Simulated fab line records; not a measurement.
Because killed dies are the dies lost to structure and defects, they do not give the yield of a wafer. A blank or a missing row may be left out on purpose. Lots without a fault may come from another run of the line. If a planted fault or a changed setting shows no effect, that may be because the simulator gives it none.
Which tool was responsible? || flow gf180mcu || Sampling: 13 lots, 39 wafers, 4 of 602 route steps

## WHAT THE GAUGES SHOWED, per wafer
GF_V4_OVL_MEAS_15.
{"lot": "L879", "measured": "day 25 02:27", "on": "overlay-01", "V4_OVL (nm)": "-1 -6 1"}
{"lot": "L880", "measured": "day 25 08:26", "on": "overlay-01", "V4_OVL (nm)": "-7 -11 -3"}
{"lot": "L881", "measured": "day 25 15:26", "on": "overlay-02", "V4_OVL (nm)": "7 -1 5"}
{"lot": "L882", "measured": "day 25 19:27", "on": "overlay-01", "V4_OVL (nm)": "0 -8 -6"}
{"lot": "L884", "measured": "day 26 20:52", "on": "overlay-02", "V4_OVL (nm)": "-11 2 -2"}
{"lot": "L885", "measured": "day 27 01:38", "on": "overlay-02", "V4_OVL (nm)": "8 5 2"}
{"lot": "L888", "measured": "day 28 01:19", "on": "overlay-01", "V4_OVL (nm)": "-8 -4 -13"}
{"lot": "L889", "measured": "day 28 02:37", "on": "overlay-02", "V4_OVL (nm)": "-2 -2 -13"}
{"lot": "L891", "measured": "day 28 18:35", "on": "overlay-01", "V4_OVL (nm)": "2 8 0"}
{"lot": "L894", "measured": "day 29 18:21", "on": "overlay-01", "V4_OVL (nm)": "15 -3 4"}
{"lot": "L896", "measured": "day 30 10:40", "on": "overlay-01", "V4_OVL (nm)": "-3 -4 -7"}
{"lot": "L899", "measured": "day 30 22:03", "on": "overlay-01", "V4_OVL (nm)": "6 -1 -3"}
{"lot": "L900", "measured": "day 31 09:06", "on": "overlay-01", "V4_OVL (nm)": "-7 4 8"}

## WHICH TOOL RAN EACH LOT (tool, then ch and the chambers of the sampled wafers, then the start)
{"lot": "L879", "GF_M4_SPUTTER_00": "pvd_sputter-01, day 23 03:32", "GF_M4_METAL_ETCH_16": "rie_metal-03 ch 0, day 24 02:52", "GF_V4_DEVELOP_13": "litho_track-02 ch 0, day 25 02:11"}
{"lot": "L880", "GF_M4_SPUTTER_00": "pvd_sputter-01, day 23 10:26", "GF_M4_METAL_ETCH_16": "rie_metal-01 ch 0,1, day 24 09:17", "GF_V4_DEVELOP_13": "litho_track-03 ch 0, day 25 08:11"}
{"lot": "L881", "GF_M4_SPUTTER_00": "pvd_sputter-04, day 23 18:32", "GF_M4_METAL_ETCH_16": "rie_metal-03 ch 0,1, day 24 16:49", "GF_V4_DEVELOP_13": "litho_track-04 ch 0, day 25 15:12"}
{"lot": "L882", "GF_M4_SPUTTER_00": "pvd_sputter-04, day 23 22:44", "GF_M4_METAL_ETCH_16": "rie_metal-03 ch 0,1, day 24 20:22", "GF_V4_DEVELOP_13": "litho_track-02 ch 0, day 25 19:11"}
{"lot": "L884", "GF_M4_SPUTTER_00": "pvd_sputter-02, day 25 02:16", "GF_M4_METAL_ETCH_16": "rie_metal-02 ch 0, day 25 22:59", "GF_V4_DEVELOP_13": "litho_track-04 ch 0, day 26 20:36"}
{"lot": "L885", "GF_M4_SPUTTER_00": "pvd_sputter-02, day 25 06:47", "GF_M4_METAL_ETCH_16": "rie_metal-02 ch 0,1, day 26 03:47", "GF_V4_DEVELOP_13": "litho_track-04 ch 0, day 27 01:21"}
{"lot": "L888", "GF_M4_SPUTTER_00": "pvd_sputter-04, day 26 06:59", "GF_M4_METAL_ETCH_16": "rie_metal-02 ch 0,1, day 27 04:19", "GF_V4_DEVELOP_13": "litho_track-03 ch 0, day 28 01:02"}
{"lot": "L889", "GF_M4_SPUTTER_00": "pvd_sputter-02, day 26 08:36", "GF_M4_METAL_ETCH_16": "rie_metal-03 ch 0,1, day 27 05:20", "GF_V4_DEVELOP_13": "litho_track-03 ch 0, day 28 02:16"}
{"lot": "L891", "GF_M4_SPUTTER_00": "pvd_sputter-04, day 27 00:49", "GF_M4_METAL_ETCH_16": "rie_metal-01 ch 0,1, day 27 21:40", "GF_V4_DEVELOP_13": "litho_track-03 ch 0, day 28 18:19"}
{"lot": "L894", "GF_M4_SPUTTER_00": "pvd_sputter-01, day 27 23:41", "GF_M4_METAL_ETCH_16": "rie_metal-01 ch 0,1, day 28 19:17", "GF_V4_DEVELOP_13": "litho_track-02 ch 0, day 29 18:05"}
{"lot": "L896", "GF_M4_SPUTTER_00": "pvd_sputter-02, day 28 20:12", "GF_M4_METAL_ETCH_16": "rie_metal-03 ch 0,1, day 29 14:32", "GF_V4_DEVELOP_13": "litho_track-04 ch 0, day 30 10:24"}
{"lot": "L899", "GF_M4_SPUTTER_00": "pvd_sputter-04, day 29 07:41", "GF_M4_METAL_ETCH_16": "rie_metal-03 ch 1, day 30 02:38", "GF_V4_DEVELOP_13": "litho_track-02 ch 0, day 30 21:47"}
{"lot": "L900", "GF_M4_SPUTTER_00": "pvd_sputter-01, day 29 18:13", "GF_M4_METAL_ETCH_16": "rie_metal-02 ch 0,1, day 30 13:17", "GF_V4_DEVELOP_13": "litho_track-02 ch 0, day 31 08:50"}
- GF_M4_SPUTTER_00: material Ti, target thk 37.5 nm, time 150 s.
- GF_M4_METAL_ETCH_16: etches the open film in Cl2/BCl3, stops on SiO2, target depth 750.8 nm, time 125.1 s.
- GF_V4_DEVELOP_13: develop time 60 s.

## AS READ BY THE TOOLS THEMSELVES (means over the sampled wafers that have a number; for cases with no such wafer, the mark the record gives instead)
GF_M4_SPUTTER_00.
{"lot": "L879", "tool": "pvd_sputter-01", "throttle_valve_pct (%)": 30.2}
{"lot": "L880", "tool": "pvd_sputter-01", "throttle_valve_pct (%)": 29.7}
{"lot": "L881", "tool": "pvd_sputter-04", "throttle_valve_pct (%)": 30.5}
{"lot": "L882", "tool": "pvd_sputter-04", "throttle_valve_pct (%)": 30.5}
{"lot": "L884", "tool": "pvd_sputter-02", "throttle_valve_pct (%)": 29.2}
{"lot": "L885", "tool": "pvd_sputter-02", "throttle_valve_pct (%)": 29.5}
{"lot": "L888", "tool": "pvd_sputter-04", "throttle_valve_pct (%)": 30.4}
{"lot": "L889", "tool": "pvd_sputter-02", "throttle_valve_pct (%)": 29.4}
{"lot": "L891", "tool": "pvd_sputter-04", "throttle_valve_pct (%)": 30.3}
{"lot": "L894", "tool": "pvd_sputter-01", "throttle_valve_pct (%)": 30.0}
{"lot": "L896", "tool": "pvd_sputter-02", "throttle_valve_pct (%)": 29.3}
{"lot": "L899", "tool": "pvd_sputter-04", "throttle_valve_pct (%)": 30.3}
{"lot": "L900", "tool": "pvd_sputter-01", "throttle_valve_pct (%)": 30.2}

GF_M4_METAL_ETCH_16.
{"lot": "L879", "tool": "rie_metal-03", "drypump_motor_current_A (A)": 5.4, "oes_product_au (a.u.)": 0.992, "throttle_valve_pct (%)": 28.234}
{"lot": "L880", "tool": "rie_metal-01", "drypump_motor_current_A (A)": 5.6, "oes_product_au (a.u.)": 0.983, "throttle_valve_pct (%)": 28.246}
{"lot": "L881", "tool": "rie_metal-03", "drypump_motor_current_A (A)": 5.0, "oes_product_au (a.u.)": 0.991, "throttle_valve_pct (%)": 28.221}
{"lot": "L882", "tool": "rie_metal-03", "drypump_motor_current_A (A)": 5.2, "oes_product_au (a.u.)": 0.992, "throttle_valve_pct (%)": 28.221}
{"lot": "L884", "tool": "rie_metal-02", "drypump_motor_current_A (A)": 5.7, "oes_product_au (a.u.)": 0.993, "throttle_valve_pct (%)": 28.226}
{"lot": "L885", "tool": "rie_metal-02", "drypump_motor_current_A (A)": 5.3, "oes_product_au (a.u.)": 0.991, "throttle_valve_pct (%)": 28.231}
{"lot": "L888", "tool": "rie_metal-02", "drypump_motor_current_A (A)": 5.3, "oes_product_au (a.u.)": 0.988, "throttle_valve_pct (%)": 28.224}
{"lot": "L889", "tool": "rie_metal-03", "drypump_motor_current_A (A)": 5.0, "oes_product_au (a.u.)": 0.990, "throttle_valve_pct (%)": 28.230}
{"lot": "L891", "tool": "rie_metal-01", "drypump_motor_current_A (A)": 5.7, "oes_product_au (a.u.)": 0.984, "throttle_valve_pct (%)": 28.233}
{"lot": "L894", "tool": "rie_metal-01", "drypump_motor_current_A (A)": 5.6, "oes_product_au (a.u.)": 0.984, "throttle_valve_pct (%)": 28.228}
{"lot": "L896", "tool": "rie_metal-03", "drypump_motor_current_A (A)": 5.0, "oes_product_au (a.u.)": 0.991, "throttle_valve_pct (%)": 28.233}
{"lot": "L899", "tool": "rie_metal-03", "drypump_motor_current_A (A)": 4.8, "oes_product_au (a.u.)": 0.988, "throttle_valve_pct (%)": 28.224}
{"lot": "L900", "tool": "rie_metal-02", "drypump_motor_current_A (A)": 5.5, "oes_product_au (a.u.)": 0.992, "throttle_valve_pct (%)": 28.223}

GF_V4_DEVELOP_13.
{"lot": "L879", "tool": "litho_track-02", "developer_temp_C (C)": 20.97}
{"lot": "L880", "tool": "litho_track-03", "developer_temp_C (C)": 20.86}
{"lot": "L881", "tool": "litho_track-04", "developer_temp_C (C)": 20.84}
{"lot": "L882", "tool": "litho_track-02", "developer_temp_C (C)": 21.04}
{"lot": "L884", "tool": "litho_track-04", "developer_temp_C (C)": 20.87}
{"lot": "L885", "tool": "litho_track-04", "developer_temp_C (C)": 21.03}
{"lot": "L888", "tool": "litho_track-03", "developer_temp_C (C)": 21.02}
{"lot": "L889", "tool": "litho_track-03", "developer_temp_C (C)": 21.83}
{"lot": "L891", "tool": "litho_track-03", "developer_temp_C (C)": 21.87}
{"lot": "L894", "tool": "litho_track-02", "developer_temp_C (C)": 20.95}
{"lot": "L896", "tool": "litho_track-04", "developer_temp_C (C)": 21.09}
{"lot": "L899", "tool": "litho_track-02", "developer_temp_C (C)": 20.90}
{"lot": "L900", "tool": "litho_track-02", "developer_temp_C (C)": 20.99}

## THE ANSWER, worked out from the rows above alone
Rule: the usual values come from the lots themselves. Put in order of their means at a reading, lots are off if they are a third of the lots or fewer, leave a main group of 4 or more, and stand apart from it by a gap of 3 or more times the standard deviation of the main group's means; of several such gaps the widest counts. If all means in a main group match to the digits the tables above print for the reading, that group is not used. A lot without any number at a reading at which 4 lots or more have one is off too. The other lots that the step has rows for count as sound. The gauges are gone through in route order, then the tools' own readings, and for those a lot's mean is taken as printed above. At the first step where some lot is off, the reading lying furthest off is the one used; lots without a number count as furthest.
Off, at GF_V4_DEVELOP_13 on developer_temp_C: L889, L891. Mean 20.96 C and standard deviation 0.079 in the main group.
If a tool, at that step or one of the process steps before it, ran each lot that is off and ran no sound lot following the first of them, it fits. One fits: litho_track-03 at GF_V4_DEVELOP_13. Its last sound lot is L888 (day 28 01:02), its first lot that is off L889 (day 28 02:16): a fault that began between those two fits.
On the lots that are off, the tool's own readings at GF_V4_DEVELOP_13 differ by more than 5 times the standard deviation of the sound lots' means, which bears it out; developer_temp_C reads 21.85 C there versus 20.96 C on the sound lots.

## WHAT THE SIMULATOR PUT IN
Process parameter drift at GF_V4_DEVELOP_13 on litho_track-03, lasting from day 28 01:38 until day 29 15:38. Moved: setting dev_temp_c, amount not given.
Lots struck among those shown: L889, L891. The rule above reached the same finding.
